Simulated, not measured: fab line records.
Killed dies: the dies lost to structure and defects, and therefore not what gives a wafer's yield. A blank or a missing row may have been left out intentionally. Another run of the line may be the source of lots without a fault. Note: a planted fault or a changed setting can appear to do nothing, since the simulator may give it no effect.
Split-lot study ; flow gf180mcu ; 23 wafers read across 5 lots, on a route 602 steps long

## ON THE SPLIT
At GF_MVSD_IMPLANT_08, the setting dose cm2 was moved away from the recipe's 1.6e+13 on 8 of the 23 wafers read, by -11.3% to +12.1%. This setting was run at the recipe's value on the other wafers.

## FROM THE SPLIT TO THE READING: what the file shows between them, 2 steps
- GF_MVSD_IMPLANT_09
- GF_MVSD_STRIP_10: strips in O2/N2

## THE READING
MVSD_TW, at GF_MVSD_TW_MEAS_11. A value of 1568 with a standard deviation of 6.1 is what fault-free wafers of this fab line usually give.

wafer;tool, chamber at the split;dose cm2 as run;against the recipe;MVSD_TW;against lot-mates on the recipe
L074.1;implanter-01, 0;1.6e+13;recipe;1566;-
L074.2;implanter-01, 0;1.6e+13;recipe;1563;-
L074.3;implanter-01, 0;1.793e+13;+12.1%;1612;+48
L074.4;implanter-01, 0;1.793e+13;+12.1%;1612;+48
L074.5;implanter-01, 0;1.793e+13;+12.1%;1616;+52
L075.2;implanter-01, 0;1.509e+13;-5.7%;1540;-30
L075.3;implanter-01, 0;1.6e+13;recipe;1574;-
L075.4;implanter-01, 0;1.6e+13;recipe;1565;-
L075.5;implanter-01, 0;1.509e+13;-5.7%;1545;-25
L075.6;implanter-01, 0;1.6e+13;recipe;1570;-
L082.1;implanter-02, 0;1.6e+13;recipe;1571;-
L082.2;implanter-02, 0;1.6e+13;recipe;1574;-
L082.3;implanter-02, 0;1.6e+13;recipe;1569;-
L082.4;implanter-02, 0;1.6e+13;recipe;1569;-
L082.5;implanter-02, 0;1.6e+13;recipe;1571;-
L084.1;implanter-04, 0;1.419e+13;-11.3%;1516;-48
L084.2;implanter-04, 0;1.419e+13;-11.3%;1513;-52
L084.4;implanter-04, 0;1.419e+13;-11.3%;1516;-48
L084.5;implanter-04, 0;1.6e+13;recipe;1562;-
L084.6;implanter-04, 0;1.6e+13;recipe;1567;-
L085.1;implanter-01, 0;1.6e+13;recipe;1557;-
L085.3;implanter-01, 0;1.6e+13;recipe;1561;-
L085.5;implanter-01, 0;1.6e+13;recipe;1562;-

THE FIT
A straight line over all 23 wafers: MVSD_TW changes by +4.19 for each +1% of dose cm2; r = +0.99; the points scatter about the line by 4.7.
The same after taking each lot's own level away (the mean of its wafers on the recipe; 23 wafers): +4.24 for each +1%; r = +1.00; scatter 2.6.
The reading moves by 51 for the largest change in dose cm2, on that fit.
Measured against the standard deviation above, the lots' own levels, which go from 1560.0 to 1570.8, span 1.8 times it.
The two slopes are in agreement: the lot-to-lot level therefore moves the slope only a little.
Check: +51.1 against its lot-mates is what the line predicts for one of the wafers moved furthest among these (+12.1%) when that wafer is left out of the fit. Against them it came out at +47.5.

## OTHER SPLITS APPLIED TO THESE WAFERS
Note: prior to the reading, these wafers also went through further splits. Each is held against what the fit with the lots' levels taken away leaves over:
other split on the same wafers;wafers away from the commonest value;r with MVSD_TW (lot level and that fit taken away)
GF_STI_OXIDATION_01 temp c;10;+0.14
GF_NWELL_COAT_02 resist thk nm;10;-0.16
GF_NWELL_IMPLANT_08 energy kev;10;-0.22

## THE FILE'S OWN FIT
MVSD_TW changes by +4.23 for each +1% of dose cm2, r = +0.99.
